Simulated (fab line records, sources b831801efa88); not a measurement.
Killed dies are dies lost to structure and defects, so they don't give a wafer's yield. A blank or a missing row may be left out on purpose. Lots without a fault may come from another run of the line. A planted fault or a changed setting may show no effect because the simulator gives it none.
Chamber matching | flow gf180mcu | GF_V5_ETCH_16 on rie_diel-01: 4 sister chambers
The step etches BARC in N2/H2. 20 wafers are shown with their chamber, then 10 later ones without.

WAFERS WITH THEIR CHAMBER
wafer  | chamber | drypump_motor_current_A (A) | oes_product_au (a.u.) | throttle_valve_pct (%)
L077.3 | 3       | 6.5                         | 0.856                 | 13.227
L077.4 | 1       | 4.7                         | 0.855                 | 13.224
L077.6 | 3       | 6.4                         | 0.853                 | 13.221
L078.2 | 0       | 5.3                         | 0.853                 | 13.228
L078.3 | 2       | 6.2                         | 0.859                 | 13.220
L078.6 | 1       | 4.7                         | 0.850                 | 13.233
L082.2 | 1       | 4.7                         | 0.847                 | 13.232
L082.3 | 3       | 6.4                         | 0.859                 | 13.220
L082.6 | 1       | 4.7                         | 0.850                 | 13.238
L084.2 | 0       | 5.4                         | 0.862                 | 13.230
L084.4 | 3       | 6.5                         | 0.850                 | 13.219
L084.5 | 0       | 5.3                         | 0.861                 | 13.225
L086.1 | 3       | 6.5                         | 0.854                 | 13.235
L086.2 | 2       | 6.3                         | 0.851                 | 13.227
L086.5 | 0       | 5.3                         | 0.856                 | 13.226
L089.2 | 3       | 6.4                         | 0.862                 | 13.228
L089.3 | 0       | 5.3                         | 0.856                 | 13.241
L089.6 | 3       | 6.5                         | 0.857                 | 13.222
L091.1 | 1       | 4.7                         | 0.852                 | 13.226
L091.2 | 3       | 6.5                         | 0.846                 | 13.228

SIGNATURES (means of the wafers above)
reading                 | chamber 0 | chamber 1 | chamber 2 | chamber 3 | scatter within a chamber
drypump_motor_current_A | 5.320     | 4.700     | 6.250     | 6.463     | 0.0445
oes_product_au          | 0.85760   | 0.85080   | 0.85500   | 0.85462   | 0.00436
throttle_valve_pct      | 13.23000  | 13.23060  | 13.22350  | 13.22500  | 0.00573
Rule: a wafer's distance from a chamber is the root of the sum, over the readings, of the square of ((its reading less the chamber's mean) divided by the reading's scatter). The wafer belongs to the nearest chamber; if the next one is less than 2 further off, it can't be placed. The scatter: the root of (the sum of the squares of (reading less its chamber's mean) over the shown wafers, divided by (wafers less chambers)).

WAFERS WITHOUT THEIR CHAMBER
wafer  | drypump_motor_current_A (A) | oes_product_au (a.u.) | throttle_valve_pct (%)
L091.3 | 5.3                         | 0.855                 | 13.223
L094.1 | 6.5                         | 0.851                 | 13.214
L094.2 | 5.3                         | 0.851                 | 13.219
L094.6 | 5.3                         | 0.847                 | 13.227
L095.1 | 6.2                         | 0.863                 | 13.239
L095.2 | 5.3                         | 0.852                 | 13.245
L095.3 | 6.5                         | 0.855                 | 13.213
L096.1 | 6.2                         | 0.859                 | 13.232
L096.2 | 5.3                         | 0.851                 | 13.219
L096.4 | 4.7                         | 0.854                 | 13.247

WHICH CHAMBER EACH WENT THROUGH
wafer  | from the rows above | in truth
L091.3 | 0                   | 0
L094.1 | 3                   | 3
L094.2 | 0                   | 0
L094.6 | 0                   | 0
L095.1 | 2                   | 2
L095.2 | 0                   | 0
L095.3 | 3                   | 3
L096.1 | 2                   | 2
L096.2 | 0                   | 0
L096.4 | 1                   | 1
Placed correctly: 10 of 10. Can't be placed from these rows: 0. Placed wrongly: 0.
